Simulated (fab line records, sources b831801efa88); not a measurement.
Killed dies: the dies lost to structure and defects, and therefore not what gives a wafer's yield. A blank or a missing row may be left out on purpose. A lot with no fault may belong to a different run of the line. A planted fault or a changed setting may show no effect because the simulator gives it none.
One fault seen from 2 desks -- flow sky130 -- only its own numbers are on each desk; what lay behind them is given at the end

## AT THE METROLOGY DESK
What the gauges read for every lot (on any tool): the sampled wafers with a number, averaged. Any lot whose mean is over 4 standard deviations away from the usual mean is out of limits and marked OUT; that distance is given in the brackets.
Columns: A = LI_CONTACT_OVL at SKY_LI_CONTACT_OVL_MEAS_13, usual 0 nm; B = LOCAL_INTERCONNECT_TIN_RS at SKY_LOCAL_INTERCONNECT_RS_MEAS_01, usual 14.17 ohm/sq; C = LOCAL_INTERCONNECT_OVL at SKY_LOCAL_INTERCONNECT_OVL_MEAS_12, usual -2 nm; D = CONTACT_CVD_00_THK at SKY_CONTACT_THK_MEAS_01, usual 74.9 nm
lot,first seen here,A,B,C,D
L630,day 29 07:46,3,14.10,-2,75.9
L631,day 30 04:28,-6,14.16,8,73.9
L636,day 31 18:28,3,14.08,-7,76.0
L634,day 31 19:13,-2,14.29,5,74.4
L637,day 31 22:32,-5,14.29,2,74.5
L638,day 32 04:04,1,14.21,4,74.5
L642,day 33 10:35,1,13.91,-1,62.5 (-14) OUT
L643,day 33 14:52,-4,13.86,-3,56.2 (-21) OUT
L645,day 34 11:44,-1,14.46,4,56.5 (-21) OUT
L648,day 35 08:40,0,14.12,-7,74.5
L651,day 35 23:50,-1,14.07,-2,73.4
L652,day 36 06:59,2,14.17,-1,74.6
This desk's result: L642, L643, L645 out of limits, first on L642 (CONTACT_CVD_00_THK at SKY_CONTACT_THK_MEAS_01), day 34 15:20. L630, L631, L636, L634, L637, L638, L648, L651, L652 stayed within limits.

## FOR THE TOOL OWNER'S DESK: pecvd-03
The tool's own readings at SKY_CONTACT_CVD_00 (deposits Si3N4, target thk 75 nm): means of the sampled wafers that have a number, for each lot that ran on this tool. Any lot whose mean is over 4 standard deviations away from the usual mean is out of limits and marked OUT; that distance is given in the brackets.
Columns: A = heater_power_w at SKY_CONTACT_CVD_00, usual 720 W
lot,first seen here,A
L631,day 31 09:39,723
L637,day 33 04:06,769
L642,day 34 15:18,745
L643,day 34 18:47,696
L645,day 35 16:48,806
This desk's finding: nothing out of limits on any of the 5 lots.

## BROUGHT TOGETHER
The metrology desk could have raised an alarm at day 34 15:20, on L642, L643, L645.
The tool owner's desk saw nothing out of limits.
On record at the tool owner's desk: L642, L643, L645, within its limits.
The lots listed all ran SKY_CONTACT_CVD_00 on pecvd-03.

## WHAT THE SIMULATOR HAD INSERTED
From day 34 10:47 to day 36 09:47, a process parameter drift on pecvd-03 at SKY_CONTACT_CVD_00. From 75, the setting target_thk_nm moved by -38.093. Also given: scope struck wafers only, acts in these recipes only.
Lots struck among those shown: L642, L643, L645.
Hours from the fault's start to each desk's first reading out of limits: the metrology desk, 5.
